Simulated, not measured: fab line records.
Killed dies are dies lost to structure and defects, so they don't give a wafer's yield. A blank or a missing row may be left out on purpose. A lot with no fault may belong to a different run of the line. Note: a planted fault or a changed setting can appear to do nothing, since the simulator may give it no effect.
fab line records / flow gf180mcu
[record] lots = 12 wafers = 36 last_day = 34
route steps=602 shown V3@430 M4@457 V4@487
lots with no fault: from the same line, run without faults
start_h: start of the lot's first displayed wafer, in hours after the record's first day / wait_h: hours elapsed since this lot's preceding step / " the same as in the row above / L1.1+2: several wafers, shown together as one row / - no value, or no start was given / * or withheld: withheld / < > ~ a bound
route shown NAME@n: names a module that has steps shown in the file, with the first one's number in the route / usual: mean and standard deviation over wafers with no fault / same: alike in all rows / chamber/n: place in a boat / sites: readings site by site / _std_site: the standard deviation of these / _edge_site: outer sites' mean less inner sites' / radius_mm: how far each site lies from the wafer's centre / mask NAME#n: copy n / behind: tool/chamber where the wafer was last shaped / hold: why the lot was held/for how many hours/how that ended / device: whichever transistor did not switch (one of n, p or np) / end of line: at the end of the route, the tests of the same wafers / a step with no rows: only its recipe / killed: at the first sort, the dies lost to defects and structure; wafer yield is something else / map: per-die view of a wafer (x killed, . not killed, _ where there is no die)
set.NAME: the run value of the setting; set.NAME@STEP: its run value at that earlier step / model.NAME: the simulator's own value behind a step, which no gauge read
route steps across a sampled set of lots; one table per step, one row per wafer
services: a tool's chamber out of use, with start hour (start_h, from the record's first day; less than 0 if before it), hours out, and reason
[[steps]]
[step GF_V3_THK_MEAS_01]
[recipe] reads = SiO2_of_V3_CVD_00
[usual] V3_CVD_00_THK = 600/4.8
lot.wafer=L807.1 tool=film_metro-01 chamber=- start_h=507.38 wait_h=0.0 V3_CVD_00_THK[nm]=596
lot.wafer=L807.3 tool=film_metro-01 chamber=- start_h=507.38 wait_h=0.0 V3_CVD_00_THK[nm]=602
lot.wafer=L807.6 tool=film_metro-01 chamber=- start_h=507.38 wait_h=0.0 V3_CVD_00_THK[nm]=591
lot.wafer=L809.1 tool=film_metro-01 chamber=- start_h=523.40 wait_h=0.0 V3_CVD_00_THK[nm]=593
lot.wafer=L809.3 tool=film_metro-01 chamber=- start_h=523.40 wait_h=0.0 V3_CVD_00_THK[nm]=596
lot.wafer=L809.4 tool=film_metro-01 chamber=- start_h=523.40 wait_h=0.0 V3_CVD_00_THK[nm]=600
lot.wafer=L810.1 tool=film_metro-01 chamber=- start_h=533.76 wait_h=0.0 V3_CVD_00_THK[nm]=594
lot.wafer=L810.3 tool=film_metro-01 chamber=- start_h=533.76 wait_h=0.0 V3_CVD_00_THK[nm]=599
lot.wafer=L810.5 tool=film_metro-01 chamber=- start_h=533.76 wait_h=0.0 V3_CVD_00_THK[nm]=596
lot.wafer=L811.1 tool=film_metro-03 chamber=- start_h=542.54 wait_h=0.0 V3_CVD_00_THK[nm]=597
lot.wafer=L811.3 tool=film_metro-03 chamber=- start_h=542.54 wait_h=0.0 V3_CVD_00_THK[nm]=600
lot.wafer=L811.6 tool=film_metro-03 chamber=- start_h=542.54 wait_h=0.0 V3_CVD_00_THK[nm]=596
lot.wafer=L812.3 tool=film_metro-03 chamber=- start_h=548.51 wait_h=0.1 V3_CVD_00_THK[nm]=606
lot.wafer=L812.4 tool=film_metro-03 chamber=- start_h=548.51 wait_h=0.1 V3_CVD_00_THK[nm]=601
lot.wafer=L812.5 tool=film_metro-03 chamber=- start_h=548.51 wait_h=0.1 V3_CVD_00_THK[nm]=603
lot.wafer=L815.2 tool=film_metro-01 chamber=- start_h=576.95 wait_h=0.0 V3_CVD_00_THK[nm]=600
lot.wafer=L815.3 tool=film_metro-01 chamber=- start_h=576.95 wait_h=0.0 V3_CVD_00_THK[nm]=607
lot.wafer=L815.4 tool=film_metro-01 chamber=- start_h=576.95 wait_h=0.0 V3_CVD_00_THK[nm]=595
lot.wafer=L822.4 tool=film_metro-01 chamber=- start_h=633.15 wait_h=0.0 V3_CVD_00_THK[nm]=592
lot.wafer=L822.5 tool=film_metro-01 chamber=- start_h=633.15 wait_h=0.0 V3_CVD_00_THK[nm]=594
lot.wafer=L822.6 tool=film_metro-01 chamber=- start_h=633.15 wait_h=0.0 V3_CVD_00_THK[nm]=602
lot.wafer=L823.1 tool=film_metro-03 chamber=- start_h=634.42 wait_h=0.0 V3_CVD_00_THK[nm]=596
lot.wafer=L823.2 tool=film_metro-03 chamber=- start_h=634.42 wait_h=0.0 V3_CVD_00_THK[nm]=607
lot.wafer=L823.3 tool=film_metro-03 chamber=- start_h=634.42 wait_h=0.0 V3_CVD_00_THK[nm]=610
lot.wafer=L824.2 tool=film_metro-02 chamber=- start_h=653.88 wait_h=0.0 V3_CVD_00_THK[nm]=603
lot.wafer=L824.5 tool=film_metro-02 chamber=- start_h=653.88 wait_h=0.0 V3_CVD_00_THK[nm]=601
lot.wafer=L824.6 tool=film_metro-02 chamber=- start_h=653.88 wait_h=0.0 V3_CVD_00_THK[nm]=599
lot.wafer=L827.1 tool=film_metro-02 chamber=- start_h=660.67 wait_h=0.0 V3_CVD_00_THK[nm]=594
lot.wafer=L827.3 tool=film_metro-02 chamber=- start_h=660.67 wait_h=0.0 V3_CVD_00_THK[nm]=601
lot.wafer=L827.6 tool=film_metro-02 chamber=- start_h=660.67 wait_h=0.0 V3_CVD_00_THK[nm]=596
lot.wafer=L826.4 tool=film_metro-02 chamber=- start_h=662.00 wait_h=0.0 V3_CVD_00_THK[nm]=601
lot.wafer=L826.5 tool=film_metro-02 chamber=- start_h=662.00 wait_h=0.0 V3_CVD_00_THK[nm]=608
lot.wafer=L826.6 tool=film_metro-02 chamber=- start_h=662.00 wait_h=0.0 V3_CVD_00_THK[nm]=608
lot.wafer=L828.2 tool=film_metro-01 chamber=- start_h=672.54 wait_h=0.0 V3_CVD_00_THK[nm]=596
lot.wafer=L828.3 tool=film_metro-01 chamber=- start_h=672.54 wait_h=0.0 V3_CVD_00_THK[nm]=598
lot.wafer=L828.6 tool=film_metro-01 chamber=- start_h=672.54 wait_h=0.0 V3_CVD_00_THK[nm]=604
[step GF_M4_SPUTTER_01]
[recipe] material = TiN target_thk_nm = 30 power_w = 6500 time_s = 25 chamber_pressure_pa = 0.4
[usual] cathode_dc_power_W = 6500.2/1.2 throttle_valve_pct = 30.0/0.99
lot.wafer=L807.1 tool=pvd_sputter-01 chamber=- start_h=532.25 wait_h=0.1 cathode_dc_power_W=6498.5 throttle_valve_pct=28.4
lot.wafer=L807.3 tool=pvd_sputter-01 chamber=- start_h=532.25 wait_h=0.1 cathode_dc_power_W=6499.2 throttle_valve_pct=30.2
lot.wafer=L807.6 tool=pvd_sputter-01 chamber=- start_h=532.25 wait_h=0.1 cathode_dc_power_W=6500.6 throttle_valve_pct=30.2
lot.wafer=L809.1 tool=pvd_sputter-03 chamber=- start_h=547.51 wait_h=0.1 cathode_dc_power_W=6501.5 throttle_valve_pct=30.5
lot.wafer=L809.3 tool=pvd_sputter-03 chamber=- start_h=547.51 wait_h=0.1 cathode_dc_power_W=6500.8 throttle_valve_pct=29.3
lot.wafer=L809.4 tool=pvd_sputter-03 chamber=- start_h=547.51 wait_h=0.1 cathode_dc_power_W=6502.2 throttle_valve_pct=31.0
lot.wafer=L810.1 tool=pvd_sputter-03 chamber=- start_h=559.41 wait_h=0.1 cathode_dc_power_W=6501.2 throttle_valve_pct=28.9
lot.wafer=L810.3 tool=pvd_sputter-03 chamber=- start_h=559.41 wait_h=0.1 cathode_dc_power_W=6499.3 throttle_valve_pct=30.6
lot.wafer=L810.5 tool=pvd_sputter-03 chamber=- start_h=559.41 wait_h=0.1 cathode_dc_power_W=6498.5 throttle_valve_pct=31.5
lot.wafer=L811.1 tool=pvd_sputter-04 chamber=- start_h=566.83 wait_h=0.1 cathode_dc_power_W=6497.3 throttle_valve_pct=31.1
lot.wafer=L811.3 tool=pvd_sputter-04 chamber=- start_h=566.83 wait_h=0.1 cathode_dc_power_W=6501.4 throttle_valve_pct=29.6
lot.wafer=L811.6 tool=pvd_sputter-04 chamber=- start_h=566.83 wait_h=0.1 cathode_dc_power_W=6500.0 throttle_valve_pct=29.8
lot.wafer=L812.3 tool=pvd_sputter-04 chamber=- start_h=571.50 wait_h=0.1 cathode_dc_power_W=6500.6 throttle_valve_pct=29.2
lot.wafer=L812.4 tool=pvd_sputter-04 chamber=- start_h=571.50 wait_h=0.1 cathode_dc_power_W=6501.2 throttle_valve_pct=29.7
lot.wafer=L812.5 tool=pvd_sputter-04 chamber=- start_h=571.50 wait_h=0.1 cathode_dc_power_W=6498.4 throttle_valve_pct=29.4
lot.wafer=L815.2 tool=pvd_sputter-03 chamber=- start_h=600.30 wait_h=0.1 cathode_dc_power_W=6500.1 throttle_valve_pct=30.8
lot.wafer=L815.3 tool=pvd_sputter-03 chamber=- start_h=600.30 wait_h=0.1 cathode_dc_power_W=6501.3 throttle_valve_pct=31.1
lot.wafer=L815.4 tool=pvd_sputter-03 chamber=- start_h=600.30 wait_h=0.1 cathode_dc_power_W=6500.6 throttle_valve_pct=29.2
lot.wafer=L822.4 tool=pvd_sputter-01 chamber=- start_h=655.09 wait_h=0.1 cathode_dc_power_W=6499.5 throttle_valve_pct=29.9
lot.wafer=L822.5 tool=pvd_sputter-01 chamber=- start_h=655.09 wait_h=0.1 cathode_dc_power_W=6497.6 throttle_valve_pct=30.2
lot.wafer=L822.6 tool=pvd_sputter-01 chamber=- start_h=655.09 wait_h=0.1 cathode_dc_power_W=6500.5 throttle_valve_pct=31.4
lot.wafer=L823.1 tool=pvd_sputter-03 chamber=- start_h=656.70 wait_h=0.1 cathode_dc_power_W=6501.0 throttle_valve_pct=31.4
lot.wafer=L823.2 tool=pvd_sputter-03 chamber=- start_h=656.70 wait_h=0.1 cathode_dc_power_W=6499.6 throttle_valve_pct=29.0
lot.wafer=L823.3 tool=pvd_sputter-03 chamber=- start_h=656.70 wait_h=0.1 cathode_dc_power_W=6500.0 throttle_valve_pct=30.9
lot.wafer=L824.2 tool=pvd_sputter-03 chamber=- start_h=675.17 wait_h=0.1 cathode_dc_power_W=6500.6 throttle_valve_pct=31.2
lot.wafer=L824.5 tool=pvd_sputter-03 chamber=- start_h=675.17 wait_h=0.1 cathode_dc_power_W=6500.5 throttle_valve_pct=30.7
lot.wafer=L824.6 tool=pvd_sputter-03 chamber=- start_h=675.17 wait_h=0.1 cathode_dc_power_W=6499.9 throttle_valve_pct=29.1
lot.wafer=L827.1 tool=pvd_sputter-01 chamber=- start_h=682.35 wait_h=0.1 cathode_dc_power_W=6499.9 throttle_valve_pct=31.2
lot.wafer=L827.3 tool=pvd_sputter-01 chamber=- start_h=682.35 wait_h=0.1 cathode_dc_power_W=6499.7 throttle_valve_pct=30.0
lot.wafer=L827.6 tool=pvd_sputter-01 chamber=- start_h=682.35 wait_h=0.1 cathode_dc_power_W=6500.6 throttle_valve_pct=28.6
lot.wafer=L826.4 tool=pvd_sputter-01 chamber=- start_h=683.27 wait_h=0.1 cathode_dc_power_W=6499.2 throttle_valve_pct=30.0
lot.wafer=L826.5 tool=pvd_sputter-01 chamber=- start_h=683.27 wait_h=0.1 cathode_dc_power_W=6500.5 throttle_valve_pct=31.5
lot.wafer=L826.6 tool=pvd_sputter-01 chamber=- start_h=683.27 wait_h=0.1 cathode_dc_power_W=6501.9 throttle_valve_pct=28.6
lot.wafer=L828.2 tool=pvd_sputter-03 chamber=- start_h=692.96 wait_h=0.1 cathode_dc_power_W=6501.5 throttle_valve_pct=30.8
lot.wafer=L828.3 tool=pvd_sputter-03 chamber=- start_h=692.96 wait_h=0.1 cathode_dc_power_W=6499.6 throttle_valve_pct=31.3
lot.wafer=L828.6 tool=pvd_sputter-03 chamber=- start_h=692.96 wait_h=0.1 cathode_dc_power_W=6499.4 throttle_valve_pct=31.2
[step GF_M4_CD_MEAS_14]
[recipe] target_cd_nm = 280
[usual] cd_nm = 280.4/1.3
lot.wafer=L807.1 tool=cd_sem-02 chamber=- start_h=555.36 wait_h=0.1 cd_nm=279.3
lot.wafer=L807.3 tool=cd_sem-02 chamber=- start_h=555.36 wait_h=0.1 cd_nm=278.7
lot.wafer=L807.6 tool=cd_sem-02 chamber=- start_h=555.36 wait_h=0.1 cd_nm=278.6
lot.wafer=L809.1 tool=cd_sem-02 chamber=- start_h=569.17 wait_h=0.1 cd_nm=278.8
lot.wafer=L809.3 tool=cd_sem-02 chamber=- start_h=569.17 wait_h=0.1 cd_nm=279.7
lot.wafer=L809.4 tool=cd_sem-02 chamber=- start_h=569.17 wait_h=0.1 cd_nm=279.0
lot.wafer=L810.1 tool=cd_sem-02 chamber=- start_h=580.33 wait_h=0.1 cd_nm=282.1
lot.wafer=L810.3 tool=cd_sem-02 chamber=- start_h=580.33 wait_h=0.1 cd_nm=280.8
lot.wafer=L810.5 tool=cd_sem-02 chamber=- start_h=580.33 wait_h=0.1 cd_nm=281.5
lot.wafer=L811.1 tool=cd_sem-02 chamber=- start_h=588.67 wait_h=0.1 cd_nm=280.2
lot.wafer=L811.3 tool=cd_sem-02 chamber=- start_h=588.67 wait_h=0.1 cd_nm=281.9
lot.wafer=L811.6 tool=cd_sem-02 chamber=- start_h=588.67 wait_h=0.1 cd_nm=280.3
lot.wafer=L812.3 tool=cd_sem-02 chamber=- start_h=592.65 wait_h=0.1 cd_nm=280.0
lot.wafer=L812.4 tool=cd_sem-02 chamber=- start_h=592.65 wait_h=0.1 cd_nm=278.9
lot.wafer=L812.5 tool=cd_sem-02 chamber=- start_h=592.65 wait_h=0.1 cd_nm=277.8
lot.wafer=L815.2 tool=cd_sem-01 chamber=- start_h=621.35 wait_h=0.1 cd_nm=278.7
lot.wafer=L815.3 tool=cd_sem-01 chamber=- start_h=621.35 wait_h=0.1 cd_nm=278.6
lot.wafer=L815.4 tool=cd_sem-01 chamber=- start_h=621.35 wait_h=0.1 cd_nm=278.8
lot.wafer=L822.4 tool=cd_sem-01 chamber=- start_h=675.24 wait_h=0.1 cd_nm=279.3
lot.wafer=L822.5 tool=cd_sem-01 chamber=- start_h=675.24 wait_h=0.1 cd_nm=280.7
lot.wafer=L822.6 tool=cd_sem-01 chamber=- start_h=675.24 wait_h=0.1 cd_nm=278.8
lot.wafer=L823.1 tool=cd_sem-02 chamber=- start_h=675.83 wait_h=0.1 cd_nm=280.8
lot.wafer=L823.2 tool=cd_sem-02 chamber=- start_h=675.83 wait_h=0.1 cd_nm=280.5
lot.wafer=L823.3 tool=cd_sem-02 chamber=- start_h=675.83 wait_h=0.1 cd_nm=279.4
lot.wafer=L824.2 tool=cd_sem-01 chamber=- start_h=693.33 wait_h=0.1 cd_nm=280.2
lot.wafer=L824.5 tool=cd_sem-01 chamber=- start_h=693.33 wait_h=0.1 cd_nm=280.8
lot.wafer=L824.6 tool=cd_sem-01 chamber=- start_h=693.33 wait_h=0.1 cd_nm=280.0
lot.wafer=L827.1 tool=cd_sem-01 chamber=- start_h=700.61 wait_h=0.1 cd_nm=279.5
lot.wafer=L827.3 tool=cd_sem-01 chamber=- start_h=700.61 wait_h=0.1 cd_nm=279.4
lot.wafer=L827.6 tool=cd_sem-01 chamber=- start_h=700.61 wait_h=0.1 cd_nm=280.3
lot.wafer=L826.4 tool=cd_sem-01 chamber=- start_h=701.97 wait_h=0.1 cd_nm=282.9
lot.wafer=L826.5 tool=cd_sem-01 chamber=- start_h=701.97 wait_h=0.1 cd_nm=282.8
lot.wafer=L826.6 tool=cd_sem-01 chamber=- start_h=701.97 wait_h=0.1 cd_nm=282.6
lot.wafer=L828.2 tool=cd_sem-01 chamber=- start_h=711.33 wait_h=0.1 cd_nm=278.9
lot.wafer=L828.3 tool=cd_sem-01 chamber=- start_h=711.33 wait_h=0.1 cd_nm=279.0
lot.wafer=L828.6 tool=cd_sem-01 chamber=- start_h=711.33 wait_h=0.1 cd_nm=278.8
[step GF_V4_EXPOSE_11]
[recipe] mask_id = Via4 target_cd_nm = 260 na = 0.68 source_shape = conventional sigma_outer = 0.6 dose_mj = 38
[usual] reticle_temp_C = 22.99/0.097
lot.wafer=L807.1 tool=krf_scanner-01 chamber=0 start_h=567.76 wait_h=- mask=Via4#0 reticle_temp_C=22.98
lot.wafer=L807.3 tool=krf_scanner-01 chamber=0 start_h=567.76 wait_h=- mask=Via4#0 reticle_temp_C=22.96
lot.wafer=L807.6 tool=krf_scanner-01 chamber=0 start_h=567.76 wait_h=- mask=Via4#0 reticle_temp_C=22.88
lot.wafer=L809.1 tool=krf_scanner-02 chamber=0 start_h=581.68 wait_h=- mask=Via4#0 reticle_temp_C=22.91
lot.wafer=L809.3 tool=krf_scanner-02 chamber=0 start_h=581.68 wait_h=- mask=Via4#0 reticle_temp_C=22.90
lot.wafer=L809.4 tool=krf_scanner-02 chamber=0 start_h=581.68 wait_h=- mask=Via4#0 reticle_temp_C=22.92
lot.wafer=L810.1 tool=krf_scanner-02 chamber=0 start_h=592.26 wait_h=- mask=Via4#0 reticle_temp_C=23.02
lot.wafer=L810.3 tool=krf_scanner-02 chamber=0 start_h=592.26 wait_h=- mask=Via4#0 reticle_temp_C=23.18
lot.wafer=L810.5 tool=krf_scanner-02 chamber=0 start_h=592.26 wait_h=- mask=Via4#0 reticle_temp_C=23.09
lot.wafer=L811.1 tool=krf_scanner-01 chamber=0 start_h=601.24 wait_h=- mask=Via4#0 reticle_temp_C=23.15
lot.wafer=L811.3 tool=krf_scanner-01 chamber=0 start_h=601.24 wait_h=- mask=Via4#0 reticle_temp_C=22.95
lot.wafer=L811.6 tool=krf_scanner-01 chamber=0 start_h=601.24 wait_h=- mask=Via4#0 reticle_temp_C=22.91
lot.wafer=L812.3 tool=krf_scanner-01 chamber=0 start_h=605.25 wait_h=- mask=Via4#0 reticle_temp_C=22.99
lot.wafer=L812.4 tool=krf_scanner-01 chamber=0 start_h=605.25 wait_h=- mask=Via4#0 reticle_temp_C=23.02
lot.wafer=L812.5 tool=krf_scanner-01 chamber=0 start_h=605.25 wait_h=- mask=Via4#0 reticle_temp_C=23.13
lot.wafer=L815.2 tool=krf_scanner-01 chamber=0 start_h=633.03 wait_h=- mask=Via4#0 reticle_temp_C=23.07
lot.wafer=L815.3 tool=krf_scanner-01 chamber=0 start_h=633.03 wait_h=- mask=Via4#0 reticle_temp_C=23.00
lot.wafer=L815.4 tool=krf_scanner-01 chamber=0 start_h=633.03 wait_h=- mask=Via4#0 reticle_temp_C=22.95
lot.wafer=L822.4 tool=krf_scanner-02 chamber=0 start_h=686.00 wait_h=- mask=Via4#0 reticle_temp_C=22.96
lot.wafer=L822.5 tool=krf_scanner-02 chamber=0 start_h=686.00 wait_h=- mask=Via4#0 reticle_temp_C=22.93
lot.wafer=L822.6 tool=krf_scanner-02 chamber=0 start_h=686.00 wait_h=- mask=Via4#0 reticle_temp_C=22.85
lot.wafer=L823.1 tool=krf_scanner-01 chamber=0 start_h=686.81 wait_h=- mask=Via4#0 reticle_temp_C=22.84
lot.wafer=L823.2 tool=krf_scanner-01 chamber=0 start_h=686.81 wait_h=- mask=Via4#0 reticle_temp_C=23.06
lot.wafer=L823.3 tool=krf_scanner-01 chamber=0 start_h=686.81 wait_h=- mask=Via4#0 reticle_temp_C=22.88
lot.wafer=L824.2 tool=krf_scanner-02 chamber=0 start_h=704.16 wait_h=- mask=Via4#0 reticle_temp_C=23.02
lot.wafer=L824.5 tool=krf_scanner-02 chamber=0 start_h=704.16 wait_h=- mask=Via4#0 reticle_temp_C=22.86
lot.wafer=L824.6 tool=krf_scanner-02 chamber=0 start_h=704.16 wait_h=- mask=Via4#0 reticle_temp_C=23.13
lot.wafer=L827.1 tool=krf_scanner-01 chamber=0 start_h=711.08 wait_h=- mask=Via4#0 reticle_temp_C=22.82
lot.wafer=L827.3 tool=krf_scanner-01 chamber=0 start_h=711.08 wait_h=- mask=Via4#0 reticle_temp_C=23.19
lot.wafer=L827.6 tool=krf_scanner-01 chamber=0 start_h=711.08 wait_h=- mask=Via4#0 reticle_temp_C=22.96
lot.wafer=L826.4 tool=krf_scanner-01 chamber=0 start_h=712.72 wait_h=- mask=Via4#0 reticle_temp_C=22.88
lot.wafer=L826.5 tool=krf_scanner-01 chamber=0 start_h=712.72 wait_h=- mask=Via4#0 reticle_temp_C=23.02
lot.wafer=L826.6 tool=krf_scanner-01 chamber=0 start_h=712.72 wait_h=- mask=Via4#0 reticle_temp_C=22.99
lot.wafer=L828.2 tool=krf_scanner-02 chamber=0 start_h=721.88 wait_h=- mask=Via4#0 reticle_temp_C=22.84
lot.wafer=L828.3 tool=krf_scanner-02 chamber=0 start_h=721.88 wait_h=- mask=Via4#0 reticle_temp_C=22.91
lot.wafer=L828.6 tool=krf_scanner-02 chamber=0 start_h=721.88 wait_h=- mask=Via4#0 reticle_temp_C=23.06
[step GF_V4_CD_MEAS_14]
[recipe] target_cd_nm = 260
[usual] cd_nm = 259.9/1.3
lot.wafer=L807.1 tool=cd_sem-01 chamber=- start_h=578.76 wait_h=0.1 cd_nm=259.3
lot.wafer=L807.3 tool=cd_sem-01 chamber=- start_h=578.76 wait_h=0.1 cd_nm=259.6
lot.wafer=L807.6 tool=cd_sem-01 chamber=- start_h=578.76 wait_h=0.1 cd_nm=259.3
lot.wafer=L809.1 tool=cd_sem-01 chamber=- start_h=591.77 wait_h=0.1 cd_nm=260.1
lot.wafer=L809.3 tool=cd_sem-01 chamber=- start_h=591.77 wait_h=0.1 cd_nm=260.9
lot.wafer=L809.4 tool=cd_sem-01 chamber=- start_h=591.77 wait_h=0.1 cd_nm=259.0
lot.wafer=L810.1 tool=cd_sem-01 chamber=- start_h=603.16 wait_h=0.1 cd_nm=258.1
lot.wafer=L810.3 tool=cd_sem-01 chamber=- start_h=603.16 wait_h=0.1 cd_nm=258.2
lot.wafer=L810.5 tool=cd_sem-01 chamber=- start_h=603.16 wait_h=0.1 cd_nm=258.7
lot.wafer=L811.1 tool=cd_sem-01 chamber=- start_h=611.29 wait_h=0.1 cd_nm=259.5
lot.wafer=L811.3 tool=cd_sem-01 chamber=- start_h=611.29 wait_h=0.1 cd_nm=259.4
lot.wafer=L811.6 tool=cd_sem-01 chamber=- start_h=611.29 wait_h=0.1 cd_nm=259.3
lot.wafer=L812.3 tool=cd_sem-01 chamber=- start_h=614.80 wait_h=0.1 cd_nm=259.9
lot.wafer=L812.4 tool=cd_sem-01 chamber=- start_h=614.80 wait_h=0.1 cd_nm=262.4
lot.wafer=L812.5 tool=cd_sem-01 chamber=- start_h=614.80 wait_h=0.1 cd_nm=262.0
lot.wafer=L815.2 tool=cd_sem-01 chamber=- start_h=643.06 wait_h=0.1 cd_nm=277.8
lot.wafer=L815.3 tool=cd_sem-01 chamber=- start_h=643.06 wait_h=0.1 cd_nm=261.3
lot.wafer=L815.4 tool=cd_sem-01 chamber=- start_h=643.06 wait_h=0.1 cd_nm=259.2
lot.wafer=L822.4 tool=cd_sem-01 chamber=- start_h=695.32 wait_h=0.1 cd_nm=261.4
lot.wafer=L822.5 tool=cd_sem-01 chamber=- start_h=695.32 wait_h=0.1 cd_nm=262.6
lot.wafer=L822.6 tool=cd_sem-01 chamber=- start_h=695.32 wait_h=0.1 cd_nm=261.6
lot.wafer=L823.1 tool=cd_sem-01 chamber=- start_h=696.19 wait_h=0.1 cd_nm=258.1
lot.wafer=L823.2 tool=cd_sem-01 chamber=- start_h=696.19 wait_h=0.1 cd_nm=258.2
lot.wafer=L823.3 tool=cd_sem-01 chamber=- start_h=696.19 wait_h=0.1 cd_nm=259.0
lot.wafer=L824.2 tool=cd_sem-02 chamber=- start_h=713.36 wait_h=0.1 cd_nm=258.2
lot.wafer=L824.5 tool=cd_sem-02 chamber=- start_h=713.36 wait_h=0.1 cd_nm=259.3
lot.wafer=L824.6 tool=cd_sem-02 chamber=- start_h=713.36 wait_h=0.1 cd_nm=259.0
lot.wafer=L827.1 tool=cd_sem-02 chamber=- start_h=719.81 wait_h=0.1 cd_nm=257.4
lot.wafer=L827.3 tool=cd_sem-02 chamber=- start_h=719.81 wait_h=0.1 cd_nm=259.9
lot.wafer=L827.6 tool=cd_sem-02 chamber=- start_h=719.81 wait_h=0.1 cd_nm=257.9
lot.wafer=L826.4 tool=cd_sem-02 chamber=- start_h=721.37 wait_h=0.1 cd_nm=260.6
lot.wafer=L826.5 tool=cd_sem-02 chamber=- start_h=721.37 wait_h=0.1 cd_nm=260.9
lot.wafer=L826.6 tool=cd_sem-02 chamber=- start_h=721.37 wait_h=0.1 cd_nm=261.7
lot.wafer=L828.2 tool=cd_sem-01 chamber=- start_h=730.28 wait_h=0.1 cd_nm=260.4
lot.wafer=L828.3 tool=cd_sem-01 chamber=- start_h=730.28 wait_h=0.1 cd_nm=261.2
lot.wafer=L828.6 tool=cd_sem-01 chamber=- start_h=730.28 wait_h=0.1 cd_nm=260.4
[[services]]
tool=pvd_sputter-03 chamber=- start_h=516.40 hours=0.7 kind=repair
tool=pvd_sputter-03 chamber=- start_h=532.08 hours=1.2 kind=repair
tool=krf_scanner-01 chamber=- start_h=546.26 hours=1.0 kind=pm
tool=pvd_sputter-04 chamber=- start_h=556.05 hours=2.8 kind=repair
tool=krf_scanner-02 chamber=- start_h=566.90 hours=2.2 kind=repair
tool=pvd_sputter-03 chamber=- start_h=570.37 hours=10.8 kind=repair
tool=krf_scanner-01 chamber=- start_h=572.09 hours=1.3 kind=pm
tool=krf_scanner-01 chamber=- start_h=583.16 hours=0.2 kind=repair
tool=krf_scanner-01 chamber=0 start_h=588.46 hours=- kind=calibration
tool=pvd_sputter-01 chamber=- start_h=594.80 hours=1.5 kind=repair
tool=pvd_sputter-04 chamber=- start_h=595.08 hours=6.9 kind=repair
tool=pvd_sputter-01 chamber=- start_h=603.62 hours=1.2 kind=repair
tool=krf_scanner-01 chamber=- start_h=615.93 hours=0.8 kind=pm
tool=krf_scanner-02 chamber=- start_h=632.28 hours=2.3 kind=repair
tool=krf_scanner-02 chamber=- start_h=637.30 hours=1.0 kind=pm
tool=krf_scanner-02 chamber=- start_h=641.39 hours=0.3 kind=repair
tool=krf_scanner-02 chamber=- start_h=651.13 hours=4.4 kind=pm
tool=pvd_sputter-04 chamber=- start_h=652.13 hours=1.0 kind=repair
tool=krf_scanner-02 chamber=0 start_h=653.69 hours=- kind=calibration
tool=pvd_sputter-03 chamber=1 start_h=675.29 hours=- kind=consumable_replace:kit
tool=pvd_sputter-03 chamber=1 start_h=675.29 hours=18.0 kind=scheduled_down
tool=pvd_sputter-03 chamber=1 start_h=675.29 hours=18.0 kind=vent_cycle
tool=krf_scanner-02 chamber=- start_h=679.79 hours=1.3 kind=pm
tool=krf_scanner-01 chamber=- start_h=715.26 hours=1.0 kind=pm
[[key]]
[first_sign] step = GF_V4_CD_MEAS_14 reading = cd_nm direction = up sigmas = 14 usual = 259.9 struck = 277.8
effect none on later readings
met_at GF_V4_EXPOSE_11
struck_lots L815
struck_wafers L815.2
not_acting_at GF_V3_THK_MEAS_01,GF_M4_SPUTTER_01,GF_M4_CD_MEAS_14
onset_between 605.25 633.03
[fault] kind = process_parameter_drift tool = krf_scanner-01 chamber = - onset_h = 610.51 steps = GF_V4_EXPOSE_11 channel = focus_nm offset = 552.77 shape = step end_h = 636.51 scope = struck_wafers_only
